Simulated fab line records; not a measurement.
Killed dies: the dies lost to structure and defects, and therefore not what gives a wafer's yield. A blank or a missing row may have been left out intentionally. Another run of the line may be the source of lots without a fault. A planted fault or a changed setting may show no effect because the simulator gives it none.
8D (eight disciplines) problem report, filled in by code / flow sfq_line / the parts of the form that need people (team, actions taken, sign-off) are left out

== 1. THE ISSUE ==
Wafers without a fault read 0.685 a.u., standard deviation 0.0046; oes_product_au at SFQ_TRILAYER_I0_VIA_BARC_OPEN_VIA_ETCH_046 reads a mean of 0.783 a.u. on 3 wafers belonging to 3 lots. That is +21 standard deviations from the usual mean.
The step: etches BARC in O2, target depth 125 nm, time 41.7 s.
Seen first at day 20 21:55 on rie_diel-02, wafer L887.3. The record holds 37 wafers of 13 lots with a number at this step. Rule for "out" (also "out of limits"): further than 4 standard deviations from the usual mean. The other wafers with a number count as sound.

== 2. WHAT IT IS; WHAT IT IS NOT ==
question=which readings at this step | is=oes_product_au, run_length_s | is not=drypump_motor_current_A
question=which lots | is=L887, L889, L890 | is not=L877, L878, L879, L880, L891, L893, L895, L897, L898, L900
question=which wafers of those lots | is=L887.3, L889.3, L890.6 | is not=L887.4, L887.5, L889.1, L890.4
question=read on which tools | is=rie_diel-02 | is not=rie_diel-01, rie_diel-04
question=when | is=from day 20 21:55 | is not=up to then (14 sound wafers); but 20 sound wafers of L889, L890, L891, L893, L895, L897, L898, L900 came after

== 3. WHAT RULES OUT EACH SUSPECT ==
Counting: if a tool at a process step up to the reading ran every lot that is out, it stays a suspect. Sound lots after the first of them don't rule it out here, since some wafers of a struck lot are sound.
- rie_diel-02 at SFQ_TRILAYER_I0_VIA_BARC_OPEN_VIA_ETCH_046 (etches BARC in O2, target depth 125 nm, time 41.7 s): kept. Every lot that is out went through it, the first being L887 (day 20 21:55); the last sound lot it ran before that was L879 (day 17 03:17). Its own readings are out on those wafers: oes_product_au, run_length_s.
Remaining after the count: rie_diel-02 at SFQ_TRILAYER_I0_VIA_BARC_OPEN_VIA_ETCH_046.

== 4. THE CAUSE (what the simulator had put in) ==
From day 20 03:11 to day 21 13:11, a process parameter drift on rie_diel-02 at SFQ_TRILAYER_I0_VIA_BARC_OPEN_VIA_ETCH_046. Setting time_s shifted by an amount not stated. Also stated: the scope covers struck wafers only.
Only this tool survived the counting.

== 5. THE CHAIN OF EFFECTS, in route order ==
Rows list readings where the struck wafers' mean (over those with a number) sits beyond 3 standard deviations from the usual. Readings are gone through only where the record gives a usual standard deviation; hours: the median, over the lots, of the time from a lot's start at the first step in this table giving one to that lot's start at this step; sigmas: the change measured in usual standard deviations.
hours=0; step=SFQ_TRILAYER_I0_VIA_BARC_OPEN_VIA_ETCH_046; reading=oes_product_au; usual=0.685 a.u.; on struck wafers=0.783; change=+0.098; sigmas=+21
hours=0; step=SFQ_TRILAYER_I0_VIA_BARC_OPEN_VIA_ETCH_046; reading=run_length_s; usual=70.0 s; on struck wafers=63.4; change=-6.6; sigmas=-16
Process steps it contains:
- SFQ_TRILAYER_I0_VIA_BARC_OPEN_VIA_ETCH_046: etches BARC in O2, target depth 125 nm, time 41.7 s.

== 6. WHAT WOULD HAVE CAUGHT IT SOONER ==
First out-of-limits reading in this record: day 20 21:55, which is 19 hours after fault onset at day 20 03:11.
